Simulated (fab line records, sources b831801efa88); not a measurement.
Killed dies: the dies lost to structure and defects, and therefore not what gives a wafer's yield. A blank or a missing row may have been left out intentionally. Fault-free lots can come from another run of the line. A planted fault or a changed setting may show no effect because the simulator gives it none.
Which tool is to blame? :: flow gf180mcu :: 13 lots, 39 wafers sampled, at 6 steps of a route of 602

WHAT EACH GAUGE READ, for each wafer
GF_STI_THK_MEAS_02. Usual: STI_OXIDATION_THK gives 10.05 nm (standard deviation 0.18).
lot: L949
measured: day 1 11:31
on: filmMetro-02
STI_OXIDATION_THK (nm): 9.93 10.02 10.13
flag: 

lot: L950
measured: day 1 17:01
on: filmMetro-03
STI_OXIDATION_THK (nm): 9.94 10.18 10.16
flag: 

lot: L951
measured: day 1 21:35
on: filmMetro-03
STI_OXIDATION_THK (nm): 9.76 9.81 10.06
flag: 

lot: L952
measured: day 2 02:31
on: filmMetro-02
STI_OXIDATION_THK (nm): 10.05 9.92 9.95
flag: 

lot: L953
measured: day 2 08:42
on: filmMetro-03
STI_OXIDATION_THK (nm): 10.06 10.23 10.15
flag: 

lot: L954
measured: day 2 12:31
on: filmMetro-02
STI_OXIDATION_THK (nm): 10.32 10.12 10.15
flag: 

lot: L955
measured: day 2 18:34
on: filmMetro-04
STI_OXIDATION_THK (nm): 10.17 10.20 10.18
flag: 

lot: L956
measured: day 2 22:56
on: filmMetro-02
STI_OXIDATION_THK (nm): 9.90 9.75 9.80
flag: 

lot: L957
measured: day 3 03:31
on: filmMetro-03
STI_OXIDATION_THK (nm): 9.59 9.80 9.83
flag: 

lot: L958
measured: day 3 08:31
on: filmMetro-04
STI_OXIDATION_THK (nm): 9.96 9.86 9.87
flag: 

lot: L964
measured: day 4 14:32
on: filmMetro-02
STI_OXIDATION_THK (nm): 9.91 9.99 10.07
flag: 

lot: L969
measured: day 5 17:01
on: filmMetro-04
STI_OXIDATION_THK (nm): 9.80 9.88 9.81
flag: 

lot: L971
measured: day 6 01:31
on: filmMetro-04
STI_OXIDATION_THK (nm): 10.42 10.32 10.22
flag: 

GF_STI_THK_MEAS_24. Usual: STI_CVD_23_THK gives 649 nm (standard deviation 6.9).
lot: L949
measured: day 2 03:28
on: filmMetro-04
STI_CVD_23_THK (nm): 651 661 658
flag: 

lot: L950
measured: day 2 09:58
on: filmMetro-03
STI_CVD_23_THK (nm): 654 661 654
flag: 

lot: L951
measured: day 2 14:51
on: filmMetro-03
STI_CVD_23_THK (nm): 655 653 655
flag: 

lot: L952
measured: day 2 18:30
on: filmMetro-03
STI_CVD_23_THK (nm): 627 636 639
flag: 

lot: L953
measured: day 3 00:26
on: filmMetro-03
STI_CVD_23_THK (nm): 646 651 652
flag: 

lot: L954
measured: day 3 04:37
on: filmMetro-02
STI_CVD_23_THK (nm): 652 638 636
flag: 

lot: L955
measured: day 3 10:52
on: filmMetro-02
STI_CVD_23_THK (nm): 643 641 644
flag: 

lot: L956
measured: day 3 16:25
on: filmMetro-02
STI_CVD_23_THK (nm): 650 638 641
flag: 

lot: L957
measured: day 3 20:05
on: filmMetro-02
STI_CVD_23_THK (nm): 644 644 634
flag: 

lot: L958
measured: day 4 01:54
on: filmMetro-04
STI_CVD_23_THK (nm): 657 650 650
flag: 

lot: L964
measured: day 5 10:25
on: filmMetro-02
STI_CVD_23_THK (nm): 652 652 665
flag: 

lot: L969
measured: day 6 11:17
on: filmMetro-02
STI_CVD_23_THK (nm): 652 652 649
flag: 

lot: L971
measured: day 6 21:04
on: filmMetro-03
STI_CVD_23_THK (nm): 648 646 640
flag: 

GF_NWELL_TW_MEAS_11. Usual: NWELL_TW gives 1559 (standard deviation 7.1).
lot: L949
measured: day 3 07:02
on: filmMetro-01
NWELL_TW: 1566 1567 1568
flag: 

lot: L950
measured: day 3 14:11
on: filmMetro-04
NWELL_TW: 1559 1559 1557
flag: 

lot: L951
measured: day 3 19:15
on: filmMetro-01
NWELL_TW: 1562 1565 1567
flag: 

lot: L952
measured: day 3 23:47
on: filmMetro-02
NWELL_TW: 1554 1562 1553
flag: 

lot: L953
measured: day 4 05:35
on: filmMetro-02
NWELL_TW: 1558 1563 1561
flag: 

lot: L954
measured: day 4 09:26
on: filmMetro-02
NWELL_TW: 1568 1566 1570
flag: 

lot: L955
measured: day 4 16:38
on: filmMetro-01
NWELL_TW: 1558 1561 1556
flag: 

lot: L956
measured: day 4 21:44
on: filmMetro-01
NWELL_TW: 1561 1561 1572
flag: 

lot: L957
measured: day 5 02:02
on: filmMetro-01
NWELL_TW: 1565 1559 1557
flag: 

lot: L958
measured: day 5 08:22
on: filmMetro-01
NWELL_TW: 1913 1906 1904
flag: OFF

lot: L964
measured: day 6 19:31
on: filmMetro-04
NWELL_TW: 1552 1547 1552
flag: 

lot: L969
measured: day 7 21:25
on: filmMetro-02
NWELL_TW: 1905 1917 1918
flag: OFF

lot: L971
measured: day 8 08:17
on: filmMetro-01
NWELL_TW: 1563 1560 1554
flag: 

GF_VT_IMPLANT_RS_MEAS_47: a four-point-probe measurement. Usual: NWELL_RS gives 487.9 ohm/sq (standard deviation 1.2).
lot: L949
measured: day 7 11:28
on: filmMetro-04
NWELL_RS (ohm/sq): 486.9 487.1 488.7
flag: 

lot: L950
measured: day 7 20:05
on: filmMetro-01
NWELL_RS (ohm/sq): 488.2 488.1 488.9
flag: 

lot: L951
measured: day 8 01:40
on: filmMetro-04
NWELL_RS (ohm/sq): 488.9 488.5 488.8
flag: 

lot: L952
measured: day 8 07:49
on: filmMetro-02
NWELL_RS (ohm/sq): 489.0 487.8 487.8
flag: 

lot: L953
measured: day 8 16:05
on: filmMetro-02
NWELL_RS (ohm/sq): 486.8 486.2 486.1
flag: 

lot: L954
measured: day 8 21:55
on: filmMetro-01
NWELL_RS (ohm/sq): 488.0 486.4 487.3
flag: 

lot: L955
measured: day 9 05:49
on: filmMetro-04
NWELL_RS (ohm/sq): 488.8 489.0 488.6
flag: 

lot: L956
measured: day 9 13:10
on: filmMetro-04
NWELL_RS (ohm/sq): 487.1 488.4 487.5
flag: 

lot: L957
measured: day 9 17:52
on: filmMetro-02
NWELL_RS (ohm/sq): 486.7 487.5 487.6
flag: 

lot: L958
measured: day 10 01:35
on: filmMetro-04
NWELL_RS (ohm/sq): 348.8 348.3 349.6
flag: OFF

lot: L964
measured: day 11 22:19
on: filmMetro-02
NWELL_RS (ohm/sq): 486.3 485.7 487.3
flag: 

lot: L969
measured: day 13 07:49
on: filmMetro-04
NWELL_RS (ohm/sq): 349.0 349.4 348.9
flag: OFF

lot: L971
measured: day 13 22:04
on: filmMetro-04
NWELL_RS (ohm/sq): 490.1 491.0 488.6
flag: 

WHICH TOOL RAN EACH LOT (tool, then ch and the chambers of the sampled wafers, then the start)
lot: L949
GF_STI_ETCH_13: rieDiel-01 ch 1,3, day 2 01:35
GF_NWELL_IMPLANT_08: implanter-04 ch 0, day 3 06:38

lot: L950
GF_STI_ETCH_13: rieDiel-02 ch 1,2, day 2 07:52
GF_NWELL_IMPLANT_08: implanter-04 ch 0, day 3 13:48

lot: L951
GF_STI_ETCH_13: rieDiel-01 ch 0,3, day 2 12:56
GF_NWELL_IMPLANT_08: implanter-01 ch 0, day 3 18:53

lot: L952
GF_STI_ETCH_13: rieDiel-03 ch 0,1,2, day 2 16:04
GF_NWELL_IMPLANT_08: implanter-02 ch 0, day 3 23:23

lot: L953
GF_STI_ETCH_13: rieDiel-02 ch 0,1,2, day 2 22:34
GF_NWELL_IMPLANT_08: implanter-04 ch 0, day 4 05:12

lot: L954
GF_STI_ETCH_13: rieDiel-01 ch 1,3, day 3 02:43
GF_NWELL_IMPLANT_08: implanter-02 ch 0, day 4 09:02

lot: L955
GF_STI_ETCH_13: rieDiel-02 ch 0,1,2, day 3 08:58
GF_NWELL_IMPLANT_08: implanter-02 ch 0, day 4 16:14

lot: L956
GF_STI_ETCH_13: rieDiel-01 ch 1,2,3, day 3 14:13
GF_NWELL_IMPLANT_08: implanter-01 ch 0, day 4 21:20

lot: L957
GF_STI_ETCH_13: rieDiel-02 ch 1,2, day 3 18:13
GF_NWELL_IMPLANT_08: implanter-04 ch 0, day 5 01:38

lot: L958
GF_STI_ETCH_13: rieDiel-02 ch 1,3, day 4 00:01
GF_NWELL_IMPLANT_08: implanter-01 ch 0, day 5 07:40

lot: L964
GF_STI_ETCH_13: rieDiel-03 ch 0,3, day 5 07:10
GF_NWELL_IMPLANT_08: implanter-04 ch 0, day 6 19:10

lot: L969
GF_STI_ETCH_13: rieDiel-02 ch 2,3, day 6 09:25
GF_NWELL_IMPLANT_08: implanter-01 ch 0, day 7 20:43

lot: L971
GF_STI_ETCH_13: rieDiel-02 ch 0,1,3, day 6 18:55
GF_NWELL_IMPLANT_08: implanter-04 ch 0, day 8 07:53
- GF_STI_ETCH_13: etches the open film in CHF3/O2, stops on Si, target depth 282.31 nm, time 112.9 s.
- GF_NWELL_IMPLANT_08

AS READ BY THE TOOLS THEMSELVES (means over the sampled wafers that have a number; for cases with no such wafer, the mark the record gives instead)
GF_STI_ETCH_13. Usual: drypumpMotorCurrentA 5.7 A, standard deviation 0.43; oesProductAu 0.832 a.u., standard deviation 0.0064; throttleValvePct 8.810 %, standard deviation 0.0097.
lot: L949
tool: rieDiel-01
drypumpMotorCurrentA (A): 5.9
oesProductAu (a.u.): 0.835
throttleValvePct (%): 8.807
flag: 

lot: L950
tool: rieDiel-02
drypumpMotorCurrentA (A): 5.6
oesProductAu (a.u.): 0.831
throttleValvePct (%): 8.807
flag: 

lot: L951
tool: rieDiel-01
drypumpMotorCurrentA (A): 5.8
oesProductAu (a.u.): 0.838
throttleValvePct (%): 8.812
flag: 

lot: L952
tool: rieDiel-03
drypumpMotorCurrentA (A): 6.0
oesProductAu (a.u.): 0.828
throttleValvePct (%): 8.802
flag: 

lot: L953
tool: rieDiel-02
drypumpMotorCurrentA (A): 5.4
oesProductAu (a.u.): 0.827
throttleValvePct (%): 8.812
flag: 

lot: L954
tool: rieDiel-01
drypumpMotorCurrentA (A): 5.9
oesProductAu (a.u.): 0.839
throttleValvePct (%): 8.805
flag: 

lot: L955
tool: rieDiel-02
drypumpMotorCurrentA (A): 5.4
oesProductAu (a.u.): 0.824
throttleValvePct (%): 8.807
flag: 

lot: L956
tool: rieDiel-01
drypumpMotorCurrentA (A): 6.0
oesProductAu (a.u.): 0.826
throttleValvePct (%): 8.808
flag: 

lot: L957
tool: rieDiel-02
drypumpMotorCurrentA (A): 5.3
oesProductAu (a.u.): 0.831
throttleValvePct (%): 8.810
flag: 

lot: L958
tool: rieDiel-02
drypumpMotorCurrentA (A): 6.0
oesProductAu (a.u.): 0.828
throttleValvePct (%): 8.807
flag: 

lot: L964
tool: rieDiel-03
drypumpMotorCurrentA (A): 5.1
oesProductAu (a.u.): 0.840
throttleValvePct (%): 8.808
flag: 

lot: L969
tool: rieDiel-02
drypumpMotorCurrentA (A): 5.7
oesProductAu (a.u.): 0.840
throttleValvePct (%): 8.819
flag: 

lot: L971
tool: rieDiel-02
drypumpMotorCurrentA (A): 5.7
oesProductAu (a.u.): 0.834
throttleValvePct (%): 8.818
flag: 

GF_NWELL_IMPLANT_08. Usual: tiltDeg 0.000 degrees, standard deviation 0.021.
lot: L949
tool: implanter-04
tiltDeg (degrees): -0.020
flag: 

lot: L950
tool: implanter-04
tiltDeg (degrees): -0.025
flag: 

lot: L951
tool: implanter-01
tiltDeg (degrees): 0.013
flag: 

lot: L952
tool: implanter-02
tiltDeg (degrees): -0.001
flag: 

lot: L953
tool: implanter-04
tiltDeg (degrees): 0.002
flag: 

lot: L954
tool: implanter-02
tiltDeg (degrees): 0.053
flag: 

lot: L955
tool: implanter-02
tiltDeg (degrees): -0.001
flag: 

lot: L956
tool: implanter-01
tiltDeg (degrees): -0.009
flag: 

lot: L957
tool: implanter-04
tiltDeg (degrees): -0.019
flag: 

lot: L958
tool: implanter-01
tiltDeg (degrees): 0.030
flag: 

lot: L964
tool: implanter-04
tiltDeg (degrees): -0.003
flag: 

lot: L969
tool: implanter-01
tiltDeg (degrees): -0.009
flag: 

lot: L971
tool: implanter-04
tiltDeg (degrees): -0.029
flag: 

THE ANSWER, worked out from the rows above alone
Rule: lot off if the mean of its wafers having a number is beyond 3 standard deviations from the usual mean. Also off: a lot with no number at a reading for which 4 or more lots have one. The other lots that the step has rows for count as sound. Order of review: gauges by route order, followed by the tools' own readings, for which a lot's mean as printed above is used. The first step at which some lot is off is used, and at that step the reading that is off furthest; a lot without a number counts as furthest.
Off: L958, L969, at GF_NWELL_TW_MEAS_11 (NWELL_TW).
If a tool, at a process step before that reading, ran all the lots that are off and no sound lot after the first of them, it fits. The gauges at GF_NWELL_TW_MEAS_11 aren't tried: what is off there is off at GF_VT_IMPLANT_RS_MEAS_47 too, on other tools, and a gauge's error can't cause that. One fits: GF_NWELL_IMPLANT_08 on implanter-01. A fault onset in the window from L956 (day 4 21:20, its last sound lot) to L958 (day 5 07:40, its first lot off) fits.

WHAT THE SIMULATOR PUT IN
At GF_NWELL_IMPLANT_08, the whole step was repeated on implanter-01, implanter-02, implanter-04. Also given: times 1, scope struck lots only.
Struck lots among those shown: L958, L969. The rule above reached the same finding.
